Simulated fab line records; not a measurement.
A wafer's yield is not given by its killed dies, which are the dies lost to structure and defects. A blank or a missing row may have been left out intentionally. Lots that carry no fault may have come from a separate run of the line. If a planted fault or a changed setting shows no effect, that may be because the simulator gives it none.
Which tool was responsible? + flow sky130 + 29 wafers from 10 lots sampled at 5 of the route's 708 steps

== WHAT EACH GAUGE READ, for each wafer ==
The record holds no reading of a measuring or inspecting step that can be judged against a usual standard deviation.

== TOOL THAT RAN EACH LOT (tool first, then ch and the chambers of the sampled wafers, then the start) ==
| lot  | SKY_METAL3_DESCUM_15              | SKY_METAL4_METAL_ETCH_18          | SKY_METAL5_SPUTTER_00        | SKY_PASSIVATION_ETCH_11            | SKY_PASSIVATION_STRIP_12             |
|------|-----------------------------------|-----------------------------------|------------------------------|------------------------------------|--------------------------------------|
| L184 | rie metal-02 ch 0,1, day 39 15:47 | rie metal-02 ch 0,1, day 42 19:50 | pvd sputter-04, day 43 21:19 | rie diel-03 ch 0,1,2, day 45 19:07 | plasma asher-03 ch 0,1, day 45 19:14 |
| L188 | rie metal-04 ch 0,1, day 40 13:44 | rie metal-02 ch 0,1, day 43 16:29 | pvd sputter-02, day 44 17:51 | rie diel-03 ch 1,2, day 46 12:28   | plasma asher-03 ch 0,1, day 46 12:34 |
| L189 | rie metal-02 ch 0,1, day 41 01:17 | rie metal-02 ch 0,1, day 44 01:41 | pvd sputter-02, day 45 02:14 | rie diel-03 ch 1,2,3, day 46 20:46 | plasma asher-04 ch 0,1, day 46 20:52 |
| L190 | rie metal-02 ch 0,1, day 41 03:02 | rie metal-01 ch 0,1, day 44 06:11 | pvd sputter-04, day 45 06:28 | rie diel-03 ch 1,2, day 47 01:19   | plasma asher-04 ch 0,1, day 47 01:28 |
| L193 | rie metal-03 ch 0, day 42 02:44   | rie metal-04 ch 0,1, day 45 02:05 | pvd sputter-04, day 46 01:43 | rie diel-01 ch 0,1,2, day 47 18:13 | plasma asher-04 ch 0,1, day 47 18:19 |
| L192 | rie metal-03 ch 0,1, day 42 04:11 | rie metal-01 ch 0,1, day 45 04:11 | pvd sputter-01, day 46 03:52 | rie diel-03 ch 0,1,3, day 47 20:55 | plasma asher-01 ch 0,1, day 47 21:02 |
| L194 | rie metal-02 ch 0, day 42 12:08   | rie metal-04 ch 1, day 45 11:17   | pvd sputter-04, day 46 10:36 | rie diel-03 ch 0,1,2, day 48 02:58 | plasma asher-04 ch 0,1, day 48 03:05 |
| L195 | rie metal-03 ch 1, day 42 12:47   | rie metal-01 ch 1, day 45 13:05   | pvd sputter-02, day 46 12:34 | rie diel-03 ch 2,3, day 48 04:58   | plasma asher-03 ch 1, day 48 05:07   |
| L202 | rie metal-02 ch 0,1, day 44 06:20 | rie metal-02 ch 0, day 47 02:01   | pvd sputter-02, day 48 01:58 | rie diel-01 ch 1,2, day 49 14:10   | plasma asher-03 ch 1, day 49 14:16   |
| L203 | rie metal-04 ch 0,1, day 44 09:11 | rie metal-04 ch 0,1, day 47 02:47 | pvd sputter-04, day 48 02:34 | rie diel-01 ch 0,1,2, day 49 14:52 | plasma asher-04 ch 0,1, day 49 14:58 |
- SKY_METAL3_DESCUM_15: chemistry O2, time 8 s.
- SKY_METAL4_METAL_ETCH_18: etches the open film in Cl2/BCl3, stops on SiO2, target depth 845 nm, time 183.1 s.
- SKY_METAL5_SPUTTER_00: material Ti, target thk 15 nm, time 10 s.
- SKY_PASSIVATION_ETCH_11: etches the open film in CF4/O2, stops on AlCu, target depth 725 nm, time 161.1 s.
- SKY_PASSIVATION_STRIP_12: strips in O2/N2.

== AS READ BY THE TOOLS THEMSELVES (means over the sampled wafers that have a number; for cases with no such wafer, the mark the record gives instead) ==
SKY_METAL3_DESCUM_15. Usual: drypump motor current A 5.8 A, standard deviation 0.6; oes product au 0.998 a.u., standard deviation 0.0068.
| lot  | tool         | drypump motor current A (A) | oes product au (a.u.) | flag |
|------|--------------|-----------------------------|-----------------------|------|
| L184 | rie metal-02 | 5.7                         | 1.001                 |      |
| L188 | rie metal-04 | 5.4                         | 1.006                 |      |
| L189 | rie metal-02 | 5.7                         | 0.991                 |      |
| L190 | rie metal-02 | 5.7                         | 0.993                 |      |
| L193 | rie metal-03 | 6.4                         | 0.994                 |      |
| L192 | rie metal-03 | 6.1                         | 0.987                 |      |
| L194 | rie metal-02 | 5.3                         | 0.992                 |      |
| L195 | rie metal-03 | 6.1                         | 0.999                 |      |
| L202 | rie metal-02 | 5.7                         | 0.996                 |      |
| L203 | rie metal-04 | 5.1                         | 0.999                 |      |

SKY_METAL4_METAL_ETCH_18. Usual: bias w 48.50 W, standard deviation 0.14; drypump motor current A 5.6 A, standard deviation 0.51; oes product au 0.865 a.u., standard deviation 0.0061; throttle valve pct 22.262 %, standard deviation 0.01.
| lot  | tool         | bias w (W) | drypump motor current A (A) | oes product au (a.u.) | throttle valve pct (%) | flag |
|------|--------------|------------|-----------------------------|-----------------------|------------------------|------|
| L184 | rie metal-02 | 48.55      | 5.7                         | 0.870                 | 22.265                 |      |
| L188 | rie metal-02 | 48.71      | 5.7                         | 0.865                 | 22.257                 |      |
| L189 | rie metal-02 | 48.54      | 6.0                         | 0.864                 | 22.255                 |      |
| L190 | rie metal-01 | 48.55      | 5.6                         | 0.863                 | 22.265                 |      |
| L193 | rie metal-04 | 48.46      | 5.1                         | 0.864                 | 22.264                 |      |
| L192 | rie metal-01 | 48.39      | 5.6                         | 0.863                 | 22.256                 |      |
| L194 | rie metal-04 | 48.44      | 5.8                         | 0.863                 | 22.269                 |      |
| L195 | rie metal-01 | 48.52      | 5.6                         | 0.861                 | 22.264                 |      |
| L202 | rie metal-02 | 48.38      | 5.3                         | 0.868                 | 22.265                 |      |
| L203 | rie metal-04 | 48.33      | 5.1                         | 0.870                 | 22.264                 |      |

SKY_METAL5_SPUTTER_00. Usual: throttle valve pct 29.7 %, standard deviation 1.1.
| lot  | tool           | throttle valve pct (%) | flag |
|------|----------------|------------------------|------|
| L184 | pvd sputter-04 | 30.6                   |      |
| L188 | pvd sputter-02 | 29.4                   |      |
| L189 | pvd sputter-02 | 29.2                   |      |
| L190 | pvd sputter-04 | 28.4                   |      |
| L193 | pvd sputter-04 | 29.7                   |      |
| L192 | pvd sputter-01 | 30.1                   |      |
| L194 | pvd sputter-04 | 28.4                   |      |
| L195 | pvd sputter-02 | 29.2                   |      |
| L202 | pvd sputter-02 | 30.5                   |      |
| L203 | pvd sputter-04 | 29.4                   |      |

SKY_PASSIVATION_ETCH_11. Usual: O2_flow_sccm 10.00 sccm, standard deviation 0.032; bias w 150.1 W, standard deviation 0.45; drypump motor current A 5.7 A, standard deviation 0.47; oes product au 0.979 a.u., standard deviation 0.0067; throttle valve pct 5.964 %, standard deviation 0.009.
| lot  | tool        | O2_flow_sccm (sccm) | bias w (W) | drypump motor current A (A) | oes product au (a.u.) | throttle valve pct (%) | flag |
|------|-------------|---------------------|------------|-----------------------------|-----------------------|------------------------|------|
| L184 | rie diel-03 | 10.01               | 150.1      | 5.7                         | 0.973                 | 5.970                  |      |
| L188 | rie diel-03 | 9.97                | 149.5      | 5.7                         | 0.980                 | 5.959                  |      |
| L189 | rie diel-03 | 10.01               | 150.1      | 5.8                         | 0.979                 | 5.968                  |      |
| L190 | rie diel-03 | 10.02               | 149.9      | 6.0                         | 0.967                 | 5.957                  |      |
| L193 | rie diel-01 | 9.99                | 150.4      | 5.7                         | 0.983                 | 5.953                  |      |
| L192 | rie diel-03 | 10.01               | 150.3      | 5.7                         | 0.986                 | 5.959                  |      |
| L194 | rie diel-03 | 10.03               | 149.8      | 5.7                         | 0.981                 | 5.964                  |      |
| L195 | rie diel-03 | 10.00               | 149.9      | 5.5                         | 0.975                 | 5.974                  |      |
| L202 | rie diel-01 | 10.01               | 150.3      | 6.2                         | 0.984                 | 5.973                  |      |
| L203 | rie diel-01 | 10.00               | 150.3      | 5.6                         | 0.983                 | 5.972                  |      |

SKY_PASSIVATION_STRIP_12. Usual: drypump motor current A 5.8 A, standard deviation 0.47; oes product au 0.661 a.u., standard deviation 0.0044; strip time to endpoint s 31.53 s, standard deviation 0.1.
| lot  | tool            | drypump motor current A (A) | oes product au (a.u.) | strip time to endpoint s (s) | flag |
|------|-----------------|-----------------------------|-----------------------|------------------------------|------|
| L184 | plasma asher-03 | 6.2                         | 0.662                 | 31.51                        |      |
| L188 | plasma asher-03 | 6.2                         | 0.662                 | 31.49                        |      |
| L189 | plasma asher-04 | 5.6                         | 0.663                 | 31.64                        |      |
| L190 | plasma asher-04 | 5.6                         | 0.661                 | 31.54                        |      |
| L193 | plasma asher-04 | 5.6                         | 0.655                 | 31.41                        |      |
| L192 | plasma asher-01 | 5.7                         | 0.657                 | 29.37                        | OFF  |
| L194 | plasma asher-04 | 5.5                         | 0.661                 | 29.31                        | OFF  |
| L195 | plasma asher-03 | 6.6                         | 0.665                 | 29.96                        | OFF  |
| L202 | plasma asher-03 | 6.6                         | 0.664                 | 31.63                        |      |
| L203 | plasma asher-04 | 5.6                         | 0.661                 | 31.66                        |      |

== THE ANSWER, worked out from the rows above alone ==
Rule: a lot counts as off when the mean over its wafers that have a number is more than 3 standard deviations away from the usual mean. Also off: a lot with no number at a reading for which 4 or more lots have one. Any other lot the step has rows for is counted as sound. First the gauges in route order, then the tools' own readings, where a lot's mean is used as printed above. The first step at which some lot is off is used, and at that step the reading that is off furthest; a lot without a number counts as furthest.
Off, at SKY_PASSIVATION_STRIP_12 on strip time to endpoint s: L192, L194, L195.
A tool fits if, at that step or a process step before it, it ran every lot that is off, and no sound lot after the first of them. One candidate fits, namely rie diel-03 at SKY_PASSIVATION_ETCH_11. Its last sound lot is L190 (day 47 01:19), its first lot that is off L192 (day 47 20:55): a fault that began between those two fits.

== WHAT HAD BEEN PUT IN BY THE SIMULATOR ==
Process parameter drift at SKY_PASSIVATION_ETCH_11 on rie diel-03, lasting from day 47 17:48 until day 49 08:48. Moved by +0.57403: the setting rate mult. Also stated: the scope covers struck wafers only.
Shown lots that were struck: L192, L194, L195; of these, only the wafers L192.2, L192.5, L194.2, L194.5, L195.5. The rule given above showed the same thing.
